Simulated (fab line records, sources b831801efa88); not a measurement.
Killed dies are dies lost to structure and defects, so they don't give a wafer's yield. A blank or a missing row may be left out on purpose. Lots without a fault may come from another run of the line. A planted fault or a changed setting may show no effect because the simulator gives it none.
Which tool did it? | flow gf180mcu | 12 lots, 36 wafers sampled, at 3 steps of a route of 602

WHAT THE GAUGES READ, wafer by wafer
GF_V2_CD_MEAS_14: target cd 260 nm. Usual: cd_nm 259.8 nm, standard deviation 1.1.
lot  | measured     | on        | cd_nm (nm)        | flag
L419 | day 19 09:56 | cd_sem-01 | 260.0 260.3 260.3 |
L420 | day 19 14:51 | cd_sem-01 | 261.4 260.9 261.2 |
L422 | day 20 13:55 | cd_sem-01 | 258.2 259.6 259.3 |
L423 | day 20 21:06 | cd_sem-01 | 261.8 261.2 262.9 |
L427 | day 24 04:16 | cd_sem-01 | 260.1 259.0 260.7 |
L429 | day 24 06:09 | cd_sem-01 | 259.0 259.6 260.4 |
L431 | day 24 11:34 | cd_sem-01 | 260.2 260.3 258.5 |
L432 | day 24 23:57 | cd_sem-02 | 260.5 260.8 261.5 |
L433 | day 25 19:53 | cd_sem-01 | 257.9 258.7 258.0 |
L434 | day 25 21:28 | cd_sem-01 | 259.8 261.1 261.1 |
L438 | day 27 13:30 | cd_sem-02 | 261.6 261.0 259.4 |
L442 | day 28 08:22 | cd_sem-01 | 259.8 269.9 258.7 |

WHICH TOOL RAN EACH LOT (tool, then ch and the chambers of the sampled wafers, then the start)
lot  | GF_M2_SPUTTER_02             | GF_V2_PEB_12
L419 | pvd_sputter-03, day 17 07:26 | litho_track-03 ch 0, day 19 09:35
L420 | pvd_sputter-01, day 17 12:50 | litho_track-02 ch 0, day 19 14:30
L422 | pvd_sputter-01, day 18 12:18 | litho_track-02 ch 0, day 20 13:35
L423 | pvd_sputter-01, day 18 18:11 | litho_track-04 ch 0, day 20 20:46
L427 | pvd_sputter-02, day 22 06:22 | litho_track-04 ch 0, day 24 03:57
L429 | pvd_sputter-01, day 22 07:22 | litho_track-03 ch 0, day 24 05:49
L431 | pvd_sputter-01, day 22 13:44 | litho_track-02 ch 0, day 24 11:14
L432 | pvd_sputter-01, day 23 02:44 | litho_track-02 ch 0, day 24 23:36
L433 | pvd_sputter-03, day 23 22:55 | litho_track-03 ch 0, day 25 19:32
L434 | pvd_sputter-03, day 24 01:43 | litho_track-02 ch 0, day 25 21:08
L438 | pvd_sputter-01, day 25 20:55 | litho_track-03 ch 0, day 27 13:10
L442 | pvd_sputter-03, day 26 15:19 | litho_track-02 ch 0, day 28 08:02
- GF_M2_SPUTTER_02: material AlCu, target thk 450 nm, time 23.9 s.
- GF_V2_PEB_12: peb time 90 s.

WHAT THE TOOLS THEMSELVES READ (means of the sampled wafers that have a number; where no wafer has one, the mark that the record gives instead)
GF_M2_SPUTTER_02. Usual: throttle_valve_pct 29.9 %, standard deviation 0.79.
lot  | tool           | throttle_valve_pct (%) | flag
L419 | pvd_sputter-03 | 30.4                   |
L420 | pvd_sputter-01 | 29.4                   |
L422 | pvd_sputter-01 | 29.6                   |
L423 | pvd_sputter-01 | 29.6                   |
L427 | pvd_sputter-02 | 29.4                   |
L429 | pvd_sputter-01 | 29.4                   |
L431 | pvd_sputter-01 | 29.8                   |
L432 | pvd_sputter-01 | 29.4                   |
L433 | pvd_sputter-03 | 30.0                   |
L434 | pvd_sputter-03 | 30.9                   |
L438 | pvd_sputter-01 | 29.4                   |
L442 | pvd_sputter-03 | 29.4                   |

THE ANSWER, worked out from the rows above alone
Rule: a lot is off if the mean of its wafers that have a number lies more than 3 standard deviations from the usual mean. A lot without any number at a reading at which 4 lots or more have one is off too. The other lots that the step has rows for count as sound. The gauges are gone through in route order, then the tools' own readings, and for those a lot's mean is taken as printed above. The first step at which some lot is off is used, and at that step the reading that is off furthest; a lot without a number counts as furthest.
No lot is off at any reading shown: from this, nothing can be told.

WHAT THE SIMULATOR HAD PUT IN
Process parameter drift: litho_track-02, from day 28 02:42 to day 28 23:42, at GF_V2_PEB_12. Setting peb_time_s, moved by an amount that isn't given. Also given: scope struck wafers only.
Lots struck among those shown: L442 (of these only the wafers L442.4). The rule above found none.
